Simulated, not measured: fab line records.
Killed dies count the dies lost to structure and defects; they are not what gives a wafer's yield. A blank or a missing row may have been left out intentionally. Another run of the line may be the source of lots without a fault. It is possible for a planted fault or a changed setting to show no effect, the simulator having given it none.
Split-lot trial	flow sky130	5 lots, 23 wafers read, on a route of 708 steps

== SPLIT DETAILS ==
At SKY_SPACER_CVD_00 (deposits Si3N4 from DCS/NH3, target thk 43.1 nm, time 740 s), the setting pressure-mtorr was moved away from the recipe's 250 mTorr on 15 of the 23 wafers read, by -6.5% to +14.3%. This setting was run at the recipe's value on the other wafers.

No step appears in the file between the split and the reading.

== THE READING ==
SPACER_CVD_00_THK in nanometres, read at SKY_SPACER_THK_MEAS_01. On this fab line, fault-free wafers typically give 42.9 nm with a standard deviation of 0.39 nm.

wafer	tool, chamber at the split	pressure-mtorr as run, mTorr	against the recipe	SPACER_CVD_00_THK, nm	against lot-mates on the recipe
L077.1	-, -	285.7	+14.3%	44.9	no lot-mate on the recipe
L077.2	-, -	285.7	+14.3%	44.8	no lot-mate on the recipe
L077.3	-, -	285.7	+14.3%	44.7	no lot-mate on the recipe
L077.4	-, -	285.7	+14.3%	44.9	no lot-mate on the recipe
L077.6	-, -	285.7	+14.3%	45.0	no lot-mate on the recipe
L074.1	lpcvd-02, 1	250	recipe	43.1	-
L074.4	lpcvd-02, 1	250	recipe	43.0	-
L074.5	lpcvd-02, 1	250	recipe	42.6	-
L078.1	-, -	278.8	+11.5%	44.5	no lot-mate on the recipe
L078.2	-, -	278.8	+11.5%	44.5	no lot-mate on the recipe
L078.3	-, -	278.8	+11.5%	44.5	no lot-mate on the recipe
L078.4	-, -	278.8	+11.5%	44.6	no lot-mate on the recipe
L078.5	-, -	278.8	+11.5%	44.3	no lot-mate on the recipe
L082.1	-, -	250	recipe	43.5	-
L082.2	-, -	250	recipe	43.4	-
L082.3	-, -	250	recipe	43.4	-
L082.4	-, -	250	recipe	43.5	-
L082.5	-, -	250	recipe	43.3	-
L083.1	-, -	233.8	-6.5%	41.7	no lot-mate on the recipe
L083.2	-, -	233.8	-6.5%	41.7	no lot-mate on the recipe
L083.4	-, -	233.8	-6.5%	41.6	no lot-mate on the recipe
L083.5	-, -	233.8	-6.5%	41.4	no lot-mate on the recipe
L083.6	-, -	233.8	-6.5%	41.5	no lot-mate on the recipe

FIT RESULTS
A straight line over all 23 wafers: SPACER_CVD_00_THK changes by +0.145 nm for each +1% of pressure-mtorr; r = +0.96; the points scatter about the line by 0.35 nm.
Too few moved wafers with a lot-mate on the recipe to fit a line net of each lot's own level.

== THE WHOLE CHAIN: every reading that the file lists as answering this split, in the file's order ==
step	what it does	reading	change (the file's fit)	r (the file's)
SKY_SPACER_CVD_00	deposits Si3N4 from DCS/NH3, target thk 43.1 nm, time 740 s	Si3N4_of_SPACER_CVD_00.thk-nm (the simulator's own value, which no gauge read)	+0.145 nm for each +1% of the setting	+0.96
SKY_SPACER_THK_MEAS_01		SPACER_CVD_00_THK	+0.145 for each +1% of the setting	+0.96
SKY_SPACER_ETCHBACK_02	etches Si3N4 in CH3F/O2, stops on SiO2, time 46.7 s, target depth 45 nm	etch.depth-nm (the simulator's own value, which no gauge read)	+0.153 nm for each +1% of the setting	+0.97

== THE FILE'S OWN FIT ==
SPACER_CVD_00_THK changes by +0.145 nm for each +1% of pressure-mtorr, r = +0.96.
